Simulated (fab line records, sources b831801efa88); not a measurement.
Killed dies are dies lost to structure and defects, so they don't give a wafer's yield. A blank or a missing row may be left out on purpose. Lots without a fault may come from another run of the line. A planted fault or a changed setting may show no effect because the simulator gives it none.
Tool commonality check | flow sky130 | 11 lots, 33 wafers sampled

WHY IT WAS OPENED
At SKY_VT_ADJUST_HVTP_TW_MEAS_11 the reading VT_ADJUST_HVTP_TW is flagged on 4 of 11 lots. Wafers without a fault read 1371, standard deviation 7.1.
Rule: a lot is flagged when every wafer of it that has a number lies more than 4 standard deviations from that mean, or none has a number. The other lots count as sound.

lot  | measured    | on            | VT_ADJUST_HVTP_TW, wafer by wafer | flag
L759 | day 6 08:05 | film_metro-01 | 1372 1372 1370                    |
L760 | day 6 12:25 | film_metro-01 | 1366 1375 1367                    |
L761 | day 6 20:20 | film_metro-01 | 1372 1368 1368                    |
L762 | day 6 22:26 | film_metro-02 | 1374 1380 1373                    |
L763 | day 7 06:29 | film_metro-03 | 1363 1356 1366                    |
L764 | day 7 11:38 | film_metro-03 | 1363 1363 1373                    |
L765 | day 7 19:47 | film_metro-01 | 1372 1375 1374                    |
L768 | day 8 10:34 | film_metro-03 | 958 958 958                       | FLAGGED
L769 | day 8 15:48 | film_metro-02 | 966 965 967                       | FLAGGED
L770 | day 8 20:09 | film_metro-01 | 965 966 965                       | FLAGGED
L771 | day 9 05:41 | film_metro-02 | 967 965 967                       | FLAGGED
The numbers of the flagged lots are 964 on average: -407 against the usual, or -57 standard deviations.

WHICH TOOL RAN EACH LOT
The record holds 2 process steps before the reading, out of a route of 708 steps. In each cell: the tool, then ch and the chambers that the sampled wafers went through, then the start.
lot  | flag    | SKY_NWELL_RTA_28                | SKY_VT_ADJUST_HVTP_IMPLANT_09
L759 |         | rtp_anneal-02 ch 0, day 5 12:59 | implanter-01 ch 0, day 6 07:51
L760 |         | rtp_anneal-02 ch 0, day 5 18:10 | implanter-03 ch 0, day 6 12:12
L761 |         | rtp_anneal-01 ch 0, day 6 01:07 | implanter-01 ch 0, day 6 20:05
L762 |         | rtp_anneal-02 ch 0, day 6 03:01 | implanter-03 ch 0, day 6 22:11
L763 |         | rtp_anneal-01 ch 0, day 6 10:56 | implanter-01 ch 0, day 7 06:14
L764 |         | rtp_anneal-02 ch 0, day 6 15:23 | implanter-03 ch 0, day 7 11:24
L765 |         | rtp_anneal-02 ch 0, day 6 23:38 | implanter-03 ch 0, day 7 19:32
L768 | FLAGGED | rtp_anneal-02 ch 0, day 7 14:40 | implanter-01 ch 0, day 8 10:17
L769 | FLAGGED | rtp_anneal-01 ch 0, day 7 19:30 | implanter-01 ch 0, day 8 15:35
L770 | FLAGGED | rtp_anneal-01 ch 0, day 7 23:13 | implanter-03 ch 0, day 8 19:54
L771 | FLAGGED | rtp_anneal-02 ch 0, day 8 08:43 | implanter-01 ch 0, day 9 05:26
What these steps do:
- SKY_NWELL_RTA_28: time 30 s.
- SKY_VT_ADJUST_HVTP_IMPLANT_09
- SKY_VT_ADJUST_HVTP_TW_MEAS_11

FLAGGED OVER TOTAL, TOOL BY TOOL (the gauges that took the reading come last)
step                          | tool          | lots run | flagged | share of the flagged lots | sound lots run after its first flagged lot
SKY_NWELL_RTA_28              | rtp_anneal-01 | 4        | 2       | some                      | 0
SKY_NWELL_RTA_28              | rtp_anneal-02 | 7        | 2       | some                      | 0
SKY_VT_ADJUST_HVTP_IMPLANT_09 | implanter-01  | 6        | 3       | some                      | 0
SKY_VT_ADJUST_HVTP_IMPLANT_09 | implanter-03  | 5        | 1       | some                      | 0
SKY_VT_ADJUST_HVTP_TW_MEAS_11 | film_metro-01 | 5        | 1       | some                      | 0
SKY_VT_ADJUST_HVTP_TW_MEAS_11 | film_metro-02 | 3        | 2       | some                      | 0
SKY_VT_ADJUST_HVTP_TW_MEAS_11 | film_metro-03 | 3        | 1       | some                      | 0

WHAT THE TABLE ALLOWS
No row of the table ran every flagged lot.

WHAT THE SIMULATOR HAD PUT IN
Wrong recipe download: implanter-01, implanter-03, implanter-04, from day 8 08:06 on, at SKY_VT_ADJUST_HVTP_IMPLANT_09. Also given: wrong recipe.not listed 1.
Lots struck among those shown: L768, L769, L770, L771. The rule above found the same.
